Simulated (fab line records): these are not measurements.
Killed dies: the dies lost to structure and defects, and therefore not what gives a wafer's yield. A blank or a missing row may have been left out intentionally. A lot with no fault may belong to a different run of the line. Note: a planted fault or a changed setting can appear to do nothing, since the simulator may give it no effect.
fab line records | flow sky130
record lots=7 wafers=21 last-day=49
route steps=708 shown SONOS_TUNNEL@158 SONOS_ONO@168 PAD_OPEN@708
lots untouched by any fault: they come from a run of this same line in which no faults occurred
start-h: hours from the record's first day to the start of the lot's first wafer shown | wait-h: hours from the lot's prior step to this one | " as in the row above | L1.1+2: one row covering several wafers at once | - no value, or no start was given | * or withheld: withheld | < > ~ a bound
route shown NAME@n: NAME is a module with steps in the file, n the number in the route of the first one | usual: mean and standard deviation over wafers with no fault | same: alike in all rows | chamber/n: place in a boat | sites: readings site by site | _std_site: their standard deviation | _edge_site: inner sites' mean taken away from outer sites' mean | radius-mm: how far each site lies from the wafer's centre | mask NAME#n: copy n | behind: the last tool/chamber to shape the wafer | hold: cause of the lot's hold/its duration in hours/its outcome | device: names the non-switching transistor (n, p or np) | end of line: the tests these same wafers got at the end of their route | for a step that has no rows: nothing shown but its recipe | killed: not the wafer's yield, but the dies lost to structure and defects at the first sort | map: dies across one wafer; x = killed, . = not, _ = none there
set.NAME: the run value of the setting; set.NAME@STEP: its run value at that earlier step | model.NAME: the simulator's own value behind a step, which no gauge read
a table for each step, a row for each wafer; lots at some steps of the route
## steps
# step SKY_SONOS_TUNNEL_EXPOSE_04
# recipe mask-id=TUNM na=0.6 source-shape=conventional sigma-outer=0.6 polarization=unpolarized target-cd-nm=410 dose-mj=136
# step SKY_SONOS_TUNNEL_PEB_05
# recipe temp-c=withheld time-s=* resist=NOVOLAK
# step SKY_SONOS_TUNNEL_DEVELOP_06
# recipe resist=NOVOLAK developer=TMAH develop-time-s=60 dev-temp-c=23
# step SKY_SONOS_TUNNEL_CD_MEAS_07
# recipe target-cd-nm=410
# usual cd-nm=409.0/2.1
# columns lot.wafer tool chamber start-h wait-h cd-nm
L902.1 cd-sem-01 - 257.99 0.1 408.8
L902.4 " - " " 407.8
L902.5 " - " " 407.5
L903.2 cd-sem-01 - 262.51 0.1 411.1
L903.3 " - " " 409.1
L903.4 " - " " 412.1
L904.3 cd-sem-01 - 266.78 0.1 407.8
L904.4 " - " " 406.9
L904.6 " - " " 405.1
L909.2 cd-sem-02 - 326.66 0.1 406.5
L909.4 " - " " 408.0
L909.5 " - " " 411.2
L916.2 cd-sem-01 - 370.91 0.1 409.8
L916.3 " - " " 408.9
L916.4 " - " " 407.4
L917.3 cd-sem-02 - 381.93 0.1 408.1
L917.5 " - " " 403.3
L917.6 " - " " 405.6
L918.1 cd-sem-02 - 387.39 0.1 409.5
L918.3 " - " " 413.3
L918.5 " - " " 410.7
# step SKY_SONOS_TUNNEL_OVL_MEAS_08
# usual SONOS_TUNNEL_OVL=-0.1/1.3
# columns lot.wafer tool chamber start-h wait-h SONOS_TUNNEL_OVL[nm]
L902.1 overlay-01 - 258.11 0.1 -2.1
L902.4 " - " " -0.1
L902.5 " - " " -1.1
L903.2 overlay-01 - 262.62 0.1 2.2
L903.3 " - " " -0.1
L903.4 " - " " 0.7
L904.3 overlay-02 - 266.87 0.1 0.2
L904.4 " - " " 0.0
L904.6 " - " " -0.1
L909.2 overlay-02 - 326.77 0.1 0.1
L909.4 " - " " -0.9
L909.5 " - " " -0.3
L916.2 overlay-01 - 371.02 0.1 1.7
L916.3 " - " " 1.9
L916.4 " - " " -0.7
L917.3 overlay-02 - 382.02 0.1 1.5
L917.5 " - " " 1.2
L917.6 " - " " 0.4
L918.1 overlay-01 - 387.51 0.1 0.6
L918.3 " - " " 0.3
L918.5 " - " " -1.3
# step SKY_SONOS_TUNNEL_IMPLANT_09
# recipe species=B energy-kev=20 dose-cm2=1e+12 tilt-deg=withheld
# step SKY_SONOS_TUNNEL_WET_ETCH_10
# recipe chemistry=dHF target-depth-nm=14 target=SiO2 dilution=100:1 temp-c=25 time-s=280
# step SKY_SONOS_TUNNEL_STRIP_11
# recipe chemistry=SPM time-s=600 temp-c=130
# step SKY_SONOS_TUNNEL_TW_MEAS_12
# usual SONOS_TUNNEL_TW=196.2/1
# columns lot.wafer tool chamber start-h wait-h SONOS_TUNNEL_TW
L902.1 film-metro-02 - 258.56 0.0 195.3
L902.4 " - " " 195.3
L902.5 " - " " 195.0
L903.2 film-metro-02 - 263.08 0.0 194.5
L903.3 " - " " 196.5
L903.4 " - " " 195.6
L904.3 film-metro-03 - 267.41 0.0 195.9
L904.4 " - " " 196.5
L904.6 " - " " 197.0
L909.2 film-metro-01 - 327.22 0.0 196.1
L909.4 " - " " 195.6
L909.5 " - " " 196.7
L916.2 film-metro-03 - 371.48 0.0 197.4
L916.3 " - " " 196.7
L916.4 " - " " 197.5
L917.3 film-metro-01 - 382.48 0.0 195.6
L917.5 " - " " 195.9
L917.6 " - " " 196.8
L918.1 film-metro-03 - 387.96 0.0 197.0
L918.3 " - " " 198.6
L918.5 " - " " 197.5
# step SKY_SONOS_TUNNEL_CLEAN_13
# recipe chemistry=dHF time-s=20 dilution=100:1 dry=ipa-marangoni
# step SKY_SONOS_ONO_OXIDATION_00
# recipe temp-c=800 ambient=O2 idle-temp-c=700 ramp-up-c-per-min=10 ramp-down-c-per-min=3 stabilise-s=600 purge-s=300 target-thk-a=26 ox-time-s=1249
# step SKY_SONOS_ONO_THK_MEAS_01
# recipe reads=SiO2_of_SONOS_ONO_OXIDATION_00
# usual SONOS_ONO_OXIDATION_THK=2.59/0.055
# columns lot.wafer tool chamber start-h wait-h SONOS_ONO_OXIDATION_THK[nm]
L902.1 film-metro-03 - 261.03 0.0 2.52
L902.4 " - " " 2.50
L902.5 " - " " 2.58
L903.2 film-metro-04 - 265.14 0.0 2.59
L903.3 " - " " 2.55
L903.4 " - " " 2.53
L904.3 film-metro-04 - 268.84 0.0 2.50
L904.4 " - " " 2.55
L904.6 " - " " 2.60
L909.2 film-metro-03 - 329.52 0.0 2.57
L909.4 " - " " 2.56
L909.5 " - " " 2.55
L916.2 film-metro-03 - 372.90 0.0 2.51
L916.3 " - " " 2.53
L916.4 " - " " 2.51
L917.3 film-metro-01 - 385.02 0.0 2.54
L917.5 " - " " 2.64
L917.6 " - " " 2.66
L918.1 film-metro-03 - 390.70 0.0 2.64
L918.3 " - " " 2.59
L918.5 " - " " 2.64
# step SKY_SONOS_ONO_CVD_02
# recipe material=Si3N4 precursor=DCS/NH3 target-thk-nm=10.5 temp-c=770 time-s=180 pressure-mtorr=250
# usual spike-tc-bottom-C=791.3/1.9 spike-tc-centre-C=770.5/1.2 spike-tc-upper-C=769.9/1.1 zone-power-centre-pct=13.1/1.3 zone-power-lower-pct=12.73/0.2 zone-power-upper-pct=14.15/0.22
# columns lot.wafer tool chamber start-h wait-h spike-tc-bottom-C spike-tc-centre-C spike-tc-upper-C zone-power-centre-pct zone-power-lower-pct zone-power-upper-pct model.Si3N4_of_SONOS_ONO_CVD_02.thk-nm
L902.1 lpcvd-02 1 261.09 0.1 790.2 770.0 770.0 12.3 12.54 14.44 10.7
L902.4 " 1 " " 789.7 770.3 770.1 12.4 12.59 14.12 10.63
L902.5 " 1 " " 789.6 771.1 771.6 12.2 12.81 14.11 10.62
L903.2 lpcvd-02 0 266.21 1.1 793.5 768.3 769.6 15.0 12.76 13.92 10.58
L903.3 " 0 " " 794.1 771.1 769.3 14.8 12.96 13.99 10.62
L903.4 " 0 " " 792.3 768.3 768.7 15.1 13.14 14.12 10.68
L904.3 lpcvd-02 1 270.40 1.6 792.1 771.5 768.5 12.3 12.67 14.43 10.55
L904.4 " 1 " " 790.1 769.8 769.9 12.2 12.68 14.43 10.54
L904.6 " 1 " " 790.8 770.0 768.5 12.2 12.69 14.42 10.44
L909.2 lpcvd-02 0 330.91 1.4 793.8 769.3 768.0 15.0 13.02 13.77 10.67
L909.4 " 0 " " 794.7 769.9 768.5 15.0 13.14 13.96 10.61
L909.5 " 0 " " 794.0 769.3 768.7 15.0 13.06 13.61 10.72
L916.2 lpcvd-02 0 374.00 1.1 794.9 789.7 766.5 20.4 10.45 10.86 10.83
L916.3 " 0 " " 793.0 788.3 766.4 21.0 10.36 11.13 11.01
L916.4 " 0 " " 793.4 790.9 766.6 20.4 10.19 10.99 11.2
L917.3 lpcvd-02 1 385.50 0.5 790.6 789.9 768.8 16.9 10.09 11.46 11.15
L917.5 " 1 " " 792.4 789.6 766.6 16.7 10.03 11.32 11.57
L917.6 " 1 " " 789.6 788.7 767.2 17.0 10.02 10.98 11.9
L918.1 lpcvd-02 1 391.45 0.7 790.4 791.5 766.4 16.9 9.99 11.33 10.81
L918.3 " 1 " " 789.5 790.0 767.4 16.9 10.25 11.30 11.07
L918.5 " 1 " " 790.5 791.8 767.0 17.2 10.02 11.29 11.61
# step SKY_SONOS_ONO_THK_MEAS_03
# recipe reads=Si3N4_of_SONOS_ONO_CVD_02
# usual SONOS_ONO_CVD_02_THK=10.55/0.13
# columns lot.wafer tool chamber start-h wait-h SONOS_ONO_CVD_02_THK[nm]
L902.1 film-metro-03 - 262.14 0.0 10.71
L902.4 " - " " 10.64
L902.5 " - " " 10.60
L903.2 film-metro-01 - 267.27 0.0 10.58
L903.3 " - " " 10.63
L903.4 " - " " 10.66
L904.3 film-metro-01 - 271.47 0.0 10.51
L904.4 " - " " 10.57
L904.6 " - " " 10.45
L909.2 film-metro-01 - 331.97 0.0 10.69
L909.4 " - " " 10.57
L909.5 " - " " 10.73
L916.2 film-metro-03 - 375.06 0.0 10.77
L916.3 " - " " 11.04
L916.4 " - " " 11.26
L917.3 film-metro-01 - 386.57 0.0 11.17
L917.5 " - " " 11.52
L917.6 " - " " 11.88
L918.1 film-metro-03 - 392.50 0.0 10.79
L918.3 " - " " 11.08
L918.5 " - " " 11.61
# step SKY_SONOS_ONO_CVD_04
# recipe material=SiO2 precursor=SiH4/N2O target-thk-nm=5.7199 temp-c=900 pressure-mtorr=400
# step SKY_PAD_OPEN_PROBE_99
# usual killed_at_M0_to_M3=44/6 killed_at_M4_up=3.3/2.1 killed-at-contacts=25/5.5 killed-at-front-end=15/4.3 killed-at-other=0.2/0.41 killed-dies=88/9.1 killed-open=48/6.6 killed-short=39/6.7
# same gross-dies=492 killed-at-back-side=0
# columns lot.wafer tool chamber start-h wait-h killed_at_M0_to_M3 killed_at_M4_up killed-at-contacts killed-at-front-end killed-at-other killed-dies killed-open killed-short model.etest.sonos-erased.drive-ua-um model.etest.cap-ono.gate-log10-a-cm2 model.etest.cap-ono.gate-bv-v model.etest.cap-ono.tox-acc-nm model.etest.sonos-programmed.vt-v model.etest.sonos-programmed.off-log10-a-um model.etest.sonos-erased.vt-v model.etest.sonos-baked.vt-v
L902.1 prober-01 - 1076.81 0.1 40 2 23 17 0 82 48 34 156.1 -7.86 16.03 12.88 1.426 -13.86 -2.254 0.9339
L902.4 prober-01 - 1076.96 0.2 42 6 26 15 0 89 51 38 218.3 -7.919 16.39 12.86 1.451 -13.96 -2.335 0.9515
L902.5 prober-01 - 1077.01 0.2 34 6 33 14 0 87 51 36 190.9 -7.869 16.53 12.78 1.468 -13.94 -2.319 1.01
L903.2 prober-02 - 1081.49 0.1 42 0 30 14 0 86 47 39 162.8 -8.139 16.41 13.1 1.428 -13.96 -2.179 0.9092
L903.3 prober-02 - 1081.54 0.2 35 1 29 6 1 72 40 32 181 -7.996 16.69 12.91 1.403 -13.96 -2.265 0.9485
L903.4 prober-02 - 1081.59 0.2 54 4 22 16 0 96 54 42 178.1 -8.18 16.68 13.04 1.393 -13.83 -2.223 0.932
L904.3 prober-01 - 1087.68 0.2 48 2 28 17 0 95 49 46 172 -8.088 16.31 13.02 1.399 -13.99 -2.245 0.8983
L904.4 prober-01 - 1087.73 0.2 45 3 20 10 0 78 45 33 190.7 -8.021 16.67 12.97 1.39 -13.9 -2.265 0.922
L904.6 prober-01 - 1087.83 0.2 33 1 25 12 0 71 37 33 171.2 -8.025 16.67 13.02 1.374 -13.93 -2.235 0.9298
L909.2 prober-01 - 1134.09 0.1 48 6 21 14 2 91 48 42 179.4 -8.448 16.96 13.29 1.215 -13.9 -2.113 0.7805
L909.4 prober-01 - 1134.19 0.2 38 7 31 16 0 92 54 38 168.3 -8.318 16.77 13.26 1.302 -14.01 -2.148 0.8181
L909.5 prober-01 - 1134.24 0.2 43 5 30 19 0 97 52 44 166.2 -8.411 16.45 13.21 1.259 -14.05 -2.137 0.7989
L916.2 prober-01 - 1161.75 0.1 37 0 32 17 0 86 46 40 188 -8.112 16.46 13.05 1.407 -14.1 -2.238 0.8696
L916.3 prober-01 - 1161.80 0.2 38 5 25 12 1 81 43 37 197.9 -8.267 16.66 13.18 1.221 -13.91 -2.207 0.8471
L916.4 prober-01 - 1161.85 0.2 49 2 25 12 0 88 47 41 176.2 -8.489 17.32 13.29 1.209 -13.86 -2.137 0.7855
L917.3 prober-02 - 1171.73 0.2 39 0 23 4 0 66 41 25 185.2 -8.478 16.97 13.32 1.169 -13.97 -2.095 0.7808
L917.5 prober-02 - 1171.83 0.2 45 3 26 18 0 92 44 48 151.8 -8.951 17.5 13.65 0.9745 -13.18 -1.894 0.6905
L917.6 prober-02 - 1171.88 0.2 50 5 29 15 1 100 52 48 142.7 -9.086 16.93 13.73 0.9526 -13.26 -1.82 0.6399
L918.1 prober-01 - 1182.51 0.1 38 1 22 17 0 78 34 44 202.1 -8.056 16.53 12.98 1.443 -13.97 -2.256 0.9375
L918.3 prober-01 - 1182.61 0.2 39 1 26 13 0 79 48 31 182.6 -8.355 16.48 13.2 1.284 -14.04 -2.174 0.8472
L918.5 prober-01 - 1182.71 0.2 43 4 13 14 0 74 44 30 179.4 -8.698 16.93 13.48 1.103 -13.77 -2.034 0.7286
# killed by level:class
L902.1 VIA1:geometric-particle:open=14 CONTACT:geometric-particle:open=10 METAL1:geometric-particle:short=8 VIA3:geometric-particle:open=7 POLY_GATE:geometric-particle:short=6 LI_CONTACT:geometric-particle:open=6 FIELD_ISO:geometric-particle:short=3 POLY_GATE:geometric-particle:open=3
L902.4 VIA1:geometric-particle:open=8 VIA2:geometric-particle:open=8 CONTACT:geometric-particle:open=7 POLY_GATE:geometric-particle:short=6 LI_CONTACT:geometric-particle:open=6 METAL1:geometric-particle:short=6 METAL3:geometric-particle:short=5 VIA3:geometric-particle:open=5
L902.5 VIA1:geometric-particle:open=13 LI_CONTACT:geometric-particle:open=10 CONTACT:geometric-particle:open=10 FIELD_ISO:geometric-particle:open=7 VIA1:geometric-particle:short=7 LI_CONTACT:geometric-particle:short=6 LOCAL_INTERCONNECT:geometric-particle:short=5 METAL4:geometric-particle:short=5
L903.2 VIA2:geometric-particle:open=10 VIA1:geometric-particle:open=10 CONTACT:geometric-particle:open=8 LI_CONTACT:geometric-particle:open=8 CONTACT:geometric-particle:short=7 METAL2:geometric-particle:short=5 FIELD_ISO:geometric-particle:short=4 POLY_GATE:geometric-particle:open=4
L903.3 CONTACT:geometric-particle:open=12 VIA1:geometric-particle:open=9 METAL1:geometric-particle:short=8 CONTACT:geometric-particle:short=7 LI_CONTACT:geometric-particle:open=6 VIA2:geometric-particle:open=5 VIA2:geometric-particle:short=4 LOCAL_INTERCONNECT:geometric-particle:short=3
L903.4 VIA2:geometric-particle:open=13 VIA1:geometric-particle:open=9 VIA3:geometric-particle:open=7 CONTACT:geometric-particle:open=7 LI_CONTACT:geometric-particle:open=6 METAL1:geometric-particle:short=6 VIA2:geometric-particle:short=6 FIELD_ISO:geometric-particle:short=5
L904.3 VIA1:geometric-particle:open=13 LI_CONTACT:geometric-particle:open=8 CONTACT:geometric-particle:short=8 VIA2:geometric-particle:open=7 FIELD_ISO:geometric-particle:short=6 VIA3:geometric-particle:open=5 CONTACT:geometric-particle:open=5 METAL1:geometric-particle:short=5
L904.4 VIA3:geometric-particle:open=12 CONTACT:geometric-particle:open=10 METAL2:geometric-particle:short=7 LI_CONTACT:geometric-particle:open=5 METAL1:geometric-particle:short=5 VIA1:geometric-particle:short=5 VIA1:geometric-particle:open=4 FIELD_ISO:geometric-particle:open=2
L904.6 CONTACT:geometric-particle:open=11 CONTACT:geometric-particle:short=6 VIA1:geometric-particle:open=6 FIELD_ISO:geometric-particle:short=5 FIELD_ISO:geometric-particle:open=5 LI_CONTACT:geometric-particle:open=4 METAL1:geometric-particle:short=4 METAL2:geometric-particle:short=4
L909.2 VIA1:geometric-particle:open=12 CONTACT:geometric-particle:open=10 VIA3:geometric-particle:open=8 VIA1:geometric-particle:short=6 METAL2:geometric-particle:short=5 METAL2:geometric-particle:open=4 METAL3:geometric-particle:short=4 FIELD_ISO:geometric-particle:open=3
L909.4 CONTACT:geometric-particle:open=14 VIA1:geometric-particle:open=8 VIA3:geometric-particle:open=8 LI_CONTACT:geometric-particle:open=7 METAL4:geometric-particle:short=6 POLY_GATE:geometric-particle:open=5 CONTACT:geometric-particle:short=5 METAL1:geometric-particle:short=5
L909.5 CONTACT:geometric-particle:open=16 VIA1:geometric-particle:open=10 VIA3:geometric-particle:open=9 FIELD_ISO:geometric-particle:short=7 METAL1:geometric-particle:short=7 VIA1:geometric-particle:short=6 METAL2:geometric-particle:short=6 FIELD_ISO:geometric-particle:open=5
L916.2 CONTACT:geometric-particle:open=11 VIA1:geometric-particle:open=9 POLY_GATE:geometric-particle:short=8 VIA2:geometric-particle:open=7 LOCAL_INTERCONNECT:geometric-particle:short=6 POLY_GATE:geometric-particle:open=5 LI_CONTACT:geometric-particle:open=5 CONTACT:geometric-particle:short=5
L916.3 VIA1:geometric-particle:short=10 VIA1:geometric-particle:open=8 VIA2:geometric-particle:open=8 CONTACT:geometric-particle:short=7 CONTACT:geometric-particle:open=7 VIA3:geometric-particle:open=5 METAL4:geometric-particle:short=4 FIELD_ISO:geometric-particle:short=3
L916.4 VIA1:geometric-particle:open=11 LI_CONTACT:geometric-particle:open=8 METAL1:geometric-particle:short=8 CONTACT:geometric-particle:open=7 VIA2:geometric-particle:open=7 VIA3:geometric-particle:open=6 LOCAL_INTERCONNECT:geometric-particle:short=4 VIA2:geometric-particle:short=4
L917.3 VIA2:geometric-particle:open=11 LI_CONTACT:geometric-particle:open=10 CONTACT:geometric-particle:open=7 VIA1:geometric-particle:open=7 VIA2:geometric-particle:short=6 METAL1:geometric-particle:short=4 LOCAL_INTERCONNECT:geometric-particle:short=3 VIA3:geometric-particle:short=3
L917.5 VIA1:geometric-particle:open=11 METAL1:geometric-particle:short=8 FIELD_ISO:geometric-particle:short=7 LOCAL_INTERCONNECT:geometric-particle:short=6 VIA2:geometric-particle:open=6 CONTACT:geometric-particle:open=6 VIA1:geometric-particle:short=6 LI_CONTACT:geometric-particle:open=5
L917.6 CONTACT:geometric-particle:open=10 LI_CONTACT:geometric-particle:open=9 VIA1:geometric-particle:short=8 VIA3:geometric-particle:open=7 VIA2:geometric-particle:open=7 METAL1:geometric-particle:short=6 FIELD_ISO:geometric-particle:short=5 FIELD_ISO:geometric-particle:open=5
L918.1 LOCAL_INTERCONNECT:geometric-particle:short=9 VIA1:geometric-particle:short=8 VIA1:geometric-particle:open=8 METAL2:geometric-particle:short=6 LI_CONTACT:geometric-particle:open=5 VIA3:geometric-particle:open=5 FIELD_ISO:geometric-particle:short=4 POLY_GATE:geometric-particle:short=4
L918.3 CONTACT:geometric-particle:open=13 VIA1:geometric-particle:open=10 LI_CONTACT:geometric-particle:open=5 VIA2:geometric-particle:open=5 POLY_GATE:geometric-particle:open=4 CONTACT:geometric-particle:short=4 METAL2:geometric-particle:short=4 VIA3:geometric-particle:open=4
L918.5 VIA1:geometric-particle:open=15 METAL2:geometric-particle:short=7 VIA3:geometric-particle:open=6 LI_CONTACT:geometric-particle:open=5 CONTACT:geometric-particle:open=4 METAL3:geometric-particle:short=4 POLY_GATE:geometric-particle:open=3 POLY_GATE:geometric-particle:short=3
## key
first-sign step=SKY_SONOS_ONO_CVD_02 reading=spike-tc-centre-C direction=up sigmas=17 usual=770.5 struck=790.0
effect step=SKY_SONOS_ONO_CVD_02 reading=zone-power-upper-pct direction=down sigmas=13 usual=14.15 struck=11.19
effect step=SKY_SONOS_ONO_THK_MEAS_03 reading=SONOS_ONO_CVD_02_THK direction=up sigmas=5.3 usual=10.55 struck=11.24 wafers-moved=8
model-effect step=SKY_SONOS_ONO_CVD_02 value=Si3N4_of_SONOS_ONO_CVD_02.thk-nm without=10.52 struck=11.24
model-effect step=SKY_PAD_OPEN_PROBE_99 value=etest.sonos-erased.drive-ua-um without=201 struck=178.4
met-at SKY_SONOS_ONO_CVD_02
struck-wafers L916.2,L916.3,L916.4,L917.3,L917.5,L917.6,L918.1,L918.3,L918.5
tester-left-out L916,L917,L918
onset-between 330.91 374.00
fault kind=process-parameter-drift tool=lpcvd-02 chamber=- onset-h=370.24 steps=SKY_SONOS_ONO_CVD_02 channel=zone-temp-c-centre offset=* shape=step end-h=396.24
# tester-left-out: of these lots the tester's yield and bins aren't shown, on N5 and GAA mostly nor the transistor test; their killed dies are dies lost to structure and defects alone, not to doping, threshold or leakage, so they don't give the yield
